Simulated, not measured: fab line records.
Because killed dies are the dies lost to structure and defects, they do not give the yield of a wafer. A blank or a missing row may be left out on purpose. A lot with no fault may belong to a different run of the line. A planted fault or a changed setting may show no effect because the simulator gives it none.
fab line records / flow gf180mcu
[record] lots = 6 wafers = 18 last_day = 34
route steps=602 shown MVPSD@82 VT_IMPLANT@90
lots that met no fault: from a run of the same line without faults
start_h: the number of hours between the record's first day and the start of the first shown wafer of the lot / wait_h: how many hours have passed since the lot's step before this one / " unchanged from the row above / L1.1+2: a row that stands for several wafers / - either no value or no given start / * or withheld: withheld / < > ~ a bound
route shown NAME@n: NAME is a module with steps in the file, n the number in the route of the first one / usual: the fault-free wafers' mean and standard deviation / same: alike in all rows / chamber/n: place in a boat / sites: readings site by site / _std_site: the standard deviation of these / _edge_site: the outer-site mean with the inner-site mean subtracted / radius_mm: for every site, how far away it sits from the centre of the wafer / mask NAME#n: copy n / behind: the tool/chamber that last shaped the wafer / hold: why the lot went on hold/how many hours it stayed there/how the hold came to an end / device: the n, p or np transistor that did not switch / end of line: at the end of the route, the tests of the same wafers / a step with no rows: only its recipe / killed: count of dies lost to structure and defects at first sort (not the wafer's yield) / map: shows each die of a wafer: x if killed, . if not, _ if none is there
set.NAME: the setting the step ran with; set.NAME@STEP: the setting that earlier step ran with / model.NAME: the simulator's own value behind a step, which no gauge read
lots at some steps of the route; a table a step, a row a wafer
services: when a tool's chamber went out of use (start_h, in hours from the record's first day, below 0 if earlier), for how many hours, and the reason
[[steps]]
[step GF_MVPSD_EXPOSE_04]
[recipe] mask_id = MVPSD target_cd_nm = 1000 na = 0.6 source_shape = conventional sigma_outer = 0.6 dose_mj = 266.4
[step GF_MVPSD_PEB_05]
[recipe] temp_c = 115 time_s = withheld
[step GF_MVPSD_DEVELOP_06]
[recipe] wall_angle_deg = 90 develop_time_s = 60 dev_temp_c = 23
[step GF_MVPSD_OVL_MEAS_07]
[usual] MVPSD_OVL = 0.2/1.3
lot.wafer=L854.2 tool=overlay-02 chamber=- start_h=106.46 wait_h=- MVPSD_OVL[nm]=0.7
lot.wafer=L854.3 tool=overlay-02 chamber=- start_h=106.46 wait_h=- MVPSD_OVL[nm]=-0.9
lot.wafer=L854.4 tool=overlay-02 chamber=- start_h=106.46 wait_h=- MVPSD_OVL[nm]=-0.1
lot.wafer=L855.1 tool=overlay-01 chamber=- start_h=110.06 wait_h=- MVPSD_OVL[nm]=-0.4
lot.wafer=L855.5 tool=overlay-01 chamber=- start_h=110.06 wait_h=- MVPSD_OVL[nm]=-0.3
lot.wafer=L855.6 tool=overlay-01 chamber=- start_h=110.06 wait_h=- MVPSD_OVL[nm]=1.1
lot.wafer=L857.1 tool=overlay-02 chamber=- start_h=120.86 wait_h=- MVPSD_OVL[nm]=2.5
lot.wafer=L857.4 tool=overlay-02 chamber=- start_h=120.86 wait_h=- MVPSD_OVL[nm]=-0.1
lot.wafer=L857.6 tool=overlay-02 chamber=- start_h=120.86 wait_h=- MVPSD_OVL[nm]=1.3
lot.wafer=L861.4 tool=overlay-02 chamber=- start_h=143.14 wait_h=- MVPSD_OVL[nm]=-0.5
lot.wafer=L861.5 tool=overlay-02 chamber=- start_h=143.14 wait_h=- MVPSD_OVL[nm]=1.1
lot.wafer=L861.6 tool=overlay-02 chamber=- start_h=143.14 wait_h=- MVPSD_OVL[nm]=-0.6
lot.wafer=L864.2 tool=overlay-01 chamber=- start_h=163.31 wait_h=- MVPSD_OVL[nm]=0.9
lot.wafer=L864.3 tool=overlay-01 chamber=- start_h=163.31 wait_h=- MVPSD_OVL[nm]=1.1
lot.wafer=L864.6 tool=overlay-01 chamber=- start_h=163.31 wait_h=- MVPSD_OVL[nm]=-0.5
lot.wafer=L875.3 tool=overlay-02 chamber=- start_h=236.82 wait_h=- MVPSD_OVL[nm]=1.0
lot.wafer=L875.4 tool=overlay-02 chamber=- start_h=236.82 wait_h=- MVPSD_OVL[nm]=2.0
lot.wafer=L875.6 tool=overlay-02 chamber=- start_h=236.82 wait_h=- MVPSD_OVL[nm]=3.4
[step GF_MVPSD_IMPLANT_08]
[recipe] species = B energy_kev = 170 dose_cm2 = 1.5e+13 tilt_deg = 0
[step GF_MVPSD_IMPLANT_09]
[recipe] species = B energy_kev = 40 dose_cm2 = 5e+12 tilt_deg = 0
[step GF_MVPSD_STRIP_10]
[recipe] chemistry = O2/N2 power_w = 1400 pressure_mtorr = 1500 platen_temp_c = 250 o2_flow_sccm = 3000 n2_flow_sccm = 300 overash_fraction = 0.5
[usual] drypump_motor_current_A = 5.70/0.24 heater_power_w = 314/23 oes_product_au = 0.722/0.0045 strip_time_to_endpoint_s = 36.99/0.1
lot.wafer=L854.2 tool=plasma_asher-04 chamber=1 start_h=106.79 wait_h=0.1 drypump_motor_current_A=6.44 heater_power_w=343 oes_product_au=0.721 rf_hours_counter_h=42 strip_time_to_endpoint_s=37.06
lot.wafer=L854.3 tool=plasma_asher-04 chamber=1 start_h=106.79 wait_h=0.1 drypump_motor_current_A=6.41 heater_power_w=334 oes_product_au=0.727 rf_hours_counter_h=- strip_time_to_endpoint_s=36.94
lot.wafer=L854.4 tool=plasma_asher-04 chamber=0 start_h=106.79 wait_h=0.1 drypump_motor_current_A=5.75 heater_power_w=323 oes_product_au=0.717 rf_hours_counter_h=- strip_time_to_endpoint_s=37.00
lot.wafer=L855.1 tool=plasma_asher-03 chamber=0 start_h=110.40 wait_h=0.1 drypump_motor_current_A=5.52 heater_power_w=309 oes_product_au=0.719 rf_hours_counter_h=44 strip_time_to_endpoint_s=36.88
lot.wafer=L855.5 tool=plasma_asher-03 chamber=1 start_h=110.40 wait_h=0.1 drypump_motor_current_A=5.69 heater_power_w=318 oes_product_au=0.725 rf_hours_counter_h=- strip_time_to_endpoint_s=36.96
lot.wafer=L855.6 tool=plasma_asher-03 chamber=0 start_h=110.40 wait_h=0.1 drypump_motor_current_A=5.52 heater_power_w=305 oes_product_au=0.718 rf_hours_counter_h=- strip_time_to_endpoint_s=36.97
lot.wafer=L857.1 tool=plasma_asher-03 chamber=0 start_h=121.20 wait_h=0.1 drypump_motor_current_A=5.53 heater_power_w=307 oes_product_au=0.718 rf_hours_counter_h=45 strip_time_to_endpoint_s=36.93
lot.wafer=L857.4 tool=plasma_asher-03 chamber=1 start_h=121.20 wait_h=0.1 drypump_motor_current_A=5.72 heater_power_w=323 oes_product_au=0.729 rf_hours_counter_h=- strip_time_to_endpoint_s=36.92
lot.wafer=L857.6 tool=plasma_asher-03 chamber=1 start_h=121.20 wait_h=0.1 drypump_motor_current_A=5.74 heater_power_w=316 oes_product_au=0.721 rf_hours_counter_h=- strip_time_to_endpoint_s=36.94
lot.wafer=L861.4 tool=plasma_asher-02 chamber=0 start_h=143.49 wait_h=0.1 drypump_motor_current_A=5.56 heater_power_w=278 oes_product_au=0.722 rf_hours_counter_h=- strip_time_to_endpoint_s=37.10
lot.wafer=L861.5 tool=plasma_asher-02 chamber=1 start_h=143.49 wait_h=0.1 drypump_motor_current_A=5.75 heater_power_w=337 oes_product_au=0.730 rf_hours_counter_h=- strip_time_to_endpoint_s=37.16
lot.wafer=L861.6 tool=plasma_asher-02 chamber=0 start_h=143.49 wait_h=0.1 drypump_motor_current_A=5.56 heater_power_w=273 oes_product_au=0.719 rf_hours_counter_h=- strip_time_to_endpoint_s=37.01
lot.wafer=L864.2 tool=plasma_asher-03 chamber=1 start_h=163.64 wait_h=0.1 drypump_motor_current_A=5.68 heater_power_w=323 oes_product_au=0.718 rf_hours_counter_h=50 strip_time_to_endpoint_s=37.01
lot.wafer=L864.3 tool=plasma_asher-03 chamber=0 start_h=163.64 wait_h=0.1 drypump_motor_current_A=5.52 heater_power_w=307 oes_product_au=0.722 rf_hours_counter_h=- strip_time_to_endpoint_s=36.90
lot.wafer=L864.6 tool=plasma_asher-03 chamber=0 start_h=163.64 wait_h=0.1 drypump_motor_current_A=5.50 heater_power_w=303 oes_product_au=0.723 rf_hours_counter_h=- strip_time_to_endpoint_s=37.00
lot.wafer=L875.3 tool=plasma_asher-02 chamber=0 start_h=237.18 wait_h=0.1 drypump_motor_current_A=5.55 heater_power_w=277 oes_product_au=0.723 rf_hours_counter_h=- strip_time_to_endpoint_s=36.93
lot.wafer=L875.4 tool=plasma_asher-02 chamber=1 start_h=237.18 wait_h=0.1 drypump_motor_current_A=5.76 heater_power_w=334 oes_product_au=0.729 rf_hours_counter_h=- strip_time_to_endpoint_s=36.95
lot.wafer=L875.6 tool=plasma_asher-02 chamber=0 start_h=237.18 wait_h=0.1 drypump_motor_current_A=5.57 heater_power_w=273 oes_product_au=0.716 rf_hours_counter_h=- strip_time_to_endpoint_s=36.84
[step GF_MVPSD_TW_MEAS_11]
[usual] MVPSD_TW = 554/6.4
lot.wafer=L854.2 tool=film_metro-04 chamber=- start_h=106.90 wait_h=0.1 MVPSD_TW=558
lot.wafer=L854.3 tool=film_metro-04 chamber=- start_h=106.90 wait_h=0.1 MVPSD_TW=562
lot.wafer=L854.4 tool=film_metro-04 chamber=- start_h=106.90 wait_h=0.1 MVPSD_TW=561
lot.wafer=L855.1 tool=film_metro-02 chamber=- start_h=110.50 wait_h=0.1 MVPSD_TW=544
lot.wafer=L855.5 tool=film_metro-02 chamber=- start_h=110.50 wait_h=0.1 MVPSD_TW=545
lot.wafer=L855.6 tool=film_metro-02 chamber=- start_h=110.50 wait_h=0.1 MVPSD_TW=545
lot.wafer=L857.1 tool=film_metro-01 chamber=- start_h=121.30 wait_h=0.1 MVPSD_TW=549
lot.wafer=L857.4 tool=film_metro-01 chamber=- start_h=121.30 wait_h=0.1 MVPSD_TW=552
lot.wafer=L857.6 tool=film_metro-01 chamber=- start_h=121.30 wait_h=0.1 MVPSD_TW=552
lot.wafer=L861.4 tool=film_metro-01 chamber=- start_h=143.58 wait_h=0.1 MVPSD_TW=547
lot.wafer=L861.5 tool=film_metro-01 chamber=- start_h=143.58 wait_h=0.1 MVPSD_TW=551
lot.wafer=L861.6 tool=film_metro-01 chamber=- start_h=143.58 wait_h=0.1 MVPSD_TW=552
lot.wafer=L864.2 tool=film_metro-01 chamber=- start_h=163.75 wait_h=0.1 MVPSD_TW=548
lot.wafer=L864.3 tool=film_metro-01 chamber=- start_h=163.75 wait_h=0.1 MVPSD_TW=547
lot.wafer=L864.6 tool=film_metro-01 chamber=- start_h=163.75 wait_h=0.1 MVPSD_TW=549
lot.wafer=L875.3 tool=film_metro-04 chamber=- start_h=237.27 wait_h=0.1 MVPSD_TW=565
lot.wafer=L875.4 tool=film_metro-04 chamber=- start_h=237.27 wait_h=0.1 MVPSD_TW=564
lot.wafer=L875.6 tool=film_metro-04 chamber=- start_h=237.27 wait_h=0.1 MVPSD_TW=565
[step GF_VT_IMPLANT_DEHYDRATE_00]
[recipe] temp_c = 200 time_s = 60
[step GF_VT_IMPLANT_HMDS_01]
[recipe] prime_time_s = 60 prime_temp_c = 120
[step GF_VT_IMPLANT_COAT_02]
[recipe] resist = NOVOLAK spin_rpm = 3000 resist_thk_nm = 1000
[step GF_VT_IMPLANT_SOFTBAKE_03]
[recipe] temp_c = 90 time_s = 60 resist = NOVOLAK
[step GF_VT_IMPLANT_EXPOSE_04]
[recipe] mask_id = LVPWELL_LV_AREA target_cd_nm = 600 na = 0.6 source_shape = conventional sigma_outer = 0.6 dose_mj = 140
[usual] exposure_dose_mJ_cm2 = 140.01/0.15 focus_offset_nm = -0.1/0.63
lot.wafer=L854.2 tool=iline_stepper-02 chamber=- start_h=111.20 wait_h=- mask=LVPWELL_LV_AREA#0 exposure_dose_mJ_cm2=- focus_offset_nm=-
lot.wafer=L854.3 tool=iline_stepper-02 chamber=- start_h=111.20 wait_h=- mask=LVPWELL_LV_AREA#0 exposure_dose_mJ_cm2=- focus_offset_nm=-
lot.wafer=L854.4 tool=iline_stepper-02 chamber=- start_h=111.20 wait_h=- mask=LVPWELL_LV_AREA#0 exposure_dose_mJ_cm2=- focus_offset_nm=-
lot.wafer=L855.1 tool=iline_stepper-02 chamber=- start_h=117.81 wait_h=- mask=LVPWELL_LV_AREA#0 exposure_dose_mJ_cm2=- focus_offset_nm=-
lot.wafer=L855.5 tool=iline_stepper-02 chamber=- start_h=117.81 wait_h=- mask=LVPWELL_LV_AREA#0 exposure_dose_mJ_cm2=- focus_offset_nm=-
lot.wafer=L855.6 tool=iline_stepper-02 chamber=- start_h=117.81 wait_h=- mask=LVPWELL_LV_AREA#0 exposure_dose_mJ_cm2=- focus_offset_nm=-
lot.wafer=L857.1 tool=iline_stepper-02 chamber=0 start_h=128.08 wait_h=- mask=LVPWELL_LV_AREA#0 exposure_dose_mJ_cm2=140.16 focus_offset_nm=0.5
lot.wafer=L857.4 tool=iline_stepper-02 chamber=0 start_h=128.08 wait_h=- mask=LVPWELL_LV_AREA#0 exposure_dose_mJ_cm2=139.90 focus_offset_nm=-0.7
lot.wafer=L857.6 tool=iline_stepper-02 chamber=0 start_h=128.08 wait_h=- mask=LVPWELL_LV_AREA#0 exposure_dose_mJ_cm2=139.95 focus_offset_nm=-0.4
lot.wafer=L861.4 tool=iline_stepper-01 chamber=0 start_h=152.12 wait_h=- mask=LVPWELL_LV_AREA#0 exposure_dose_mJ_cm2=140.10 focus_offset_nm=0.5
lot.wafer=L861.5 tool=iline_stepper-01 chamber=0 start_h=152.12 wait_h=- mask=LVPWELL_LV_AREA#0 exposure_dose_mJ_cm2=139.96 focus_offset_nm=1.2
lot.wafer=L861.6 tool=iline_stepper-01 chamber=0 start_h=152.12 wait_h=- mask=LVPWELL_LV_AREA#0 exposure_dose_mJ_cm2=139.93 focus_offset_nm=0.8
lot.wafer=L864.2 tool=iline_stepper-02 chamber=0 start_h=172.54 wait_h=- mask=LVPWELL_LV_AREA#0 exposure_dose_mJ_cm2=139.89 focus_offset_nm=-0.7
lot.wafer=L864.3 tool=iline_stepper-02 chamber=0 start_h=172.54 wait_h=- mask=LVPWELL_LV_AREA#0 exposure_dose_mJ_cm2=140.04 focus_offset_nm=-0.1
lot.wafer=L864.6 tool=iline_stepper-02 chamber=0 start_h=172.54 wait_h=- mask=LVPWELL_LV_AREA#0 exposure_dose_mJ_cm2=139.87 focus_offset_nm=-0.2
lot.wafer=L875.3 tool=iline_stepper-01 chamber=0 start_h=247.24 wait_h=- mask=LVPWELL_LV_AREA#0 exposure_dose_mJ_cm2=139.94 focus_offset_nm=0.8
lot.wafer=L875.4 tool=iline_stepper-01 chamber=0 start_h=247.24 wait_h=- mask=LVPWELL_LV_AREA#0 exposure_dose_mJ_cm2=140.06 focus_offset_nm=0.6
lot.wafer=L875.6 tool=iline_stepper-01 chamber=0 start_h=247.24 wait_h=- mask=LVPWELL_LV_AREA#0 exposure_dose_mJ_cm2=139.86 focus_offset_nm=-0.8
[step GF_VT_IMPLANT_PEB_05]
[recipe] temp_c = withheld time_s = * resist = NOVOLAK
[[services]]
tool=iline_stepper-02 chamber=- start_h=108.22 hours=1.7 kind=pm
tool=plasma_asher-02 chamber=- start_h=108.75 hours=9.0 kind=pm
tool=plasma_asher-02 chamber=0 start_h=108.75 hours=9.0 kind=vent_cycle
tool=plasma_asher-02 chamber=1 start_h=108.75 hours=9.0 kind=vent_cycle
tool=plasma_asher-04 chamber=- start_h=115.48 hours=7.0 kind=repair
tool=plasma_asher-02 chamber=0 start_h=117.75 hours=- kind=clean
tool=plasma_asher-02 chamber=1 start_h=117.75 hours=- kind=clean
tool=iline_stepper-02 chamber=0 start_h=135.34 hours=- kind=calibration
tool=iline_stepper-01 chamber=- start_h=140.19 hours=6.0 kind=repair
tool=iline_stepper-01 chamber=- start_h=148.05 hours=1.9 kind=repair
tool=iline_stepper-02 chamber=- start_h=149.34 hours=- kind=consumable_replace:lamp
tool=iline_stepper-01 chamber=0 start_h=156.10 hours=- kind=calibration
tool=iline_stepper-01 chamber=- start_h=168.45 hours=15.4 kind=repair
tool=plasma_asher-03 chamber=- start_h=181.37 hours=3.3 kind=repair
tool=iline_stepper-01 chamber=- start_h=185.60 hours=1.7 kind=pm
tool=plasma_asher-04 chamber=- start_h=196.94 hours=2.8 kind=repair
tool=plasma_asher-04 chamber=- start_h=222.50 hours=4.2 kind=repair
[[key]]
[first_sign] step = GF_VT_IMPLANT_EXPOSE_04 reading = tool_record direction = missing
effect none on later readings
met_at GF_VT_IMPLANT_EXPOSE_04
struck_wafers L854.2,L854.3,L854.4,L855.1,L855.5,L855.6
later_rows_left_out L854.2,L854.3,L854.4,L855.1,L855.5,L855.6
sort_left_out L854.2,L854.3,L854.4,L855.1,L855.5,L855.6
tester_left_out L854,L855
[fault] kind = skipped_step_whole tool = iline_stepper-02 chamber = - onset_h = 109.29 steps = GF_VT_IMPLANT_EXPOSE_04 scope = struck_lots_only
// tester_left_out: of these lots the tester's yield and bins aren't shown, on N5 and GAA mostly nor the transistor test; their killed dies are dies lost to structure and defects alone, not to doping, threshold or leakage, so they don't give the yield
// sort_left_out: the simulated sort isn't trusted on such a fault, so these wafers' sort isn't shown, and their yield isn't known
// later_rows_left_out: the simulator's readings of these wafers behind a module that went badly wrong aren't trusted and aren't shown, but for the sort
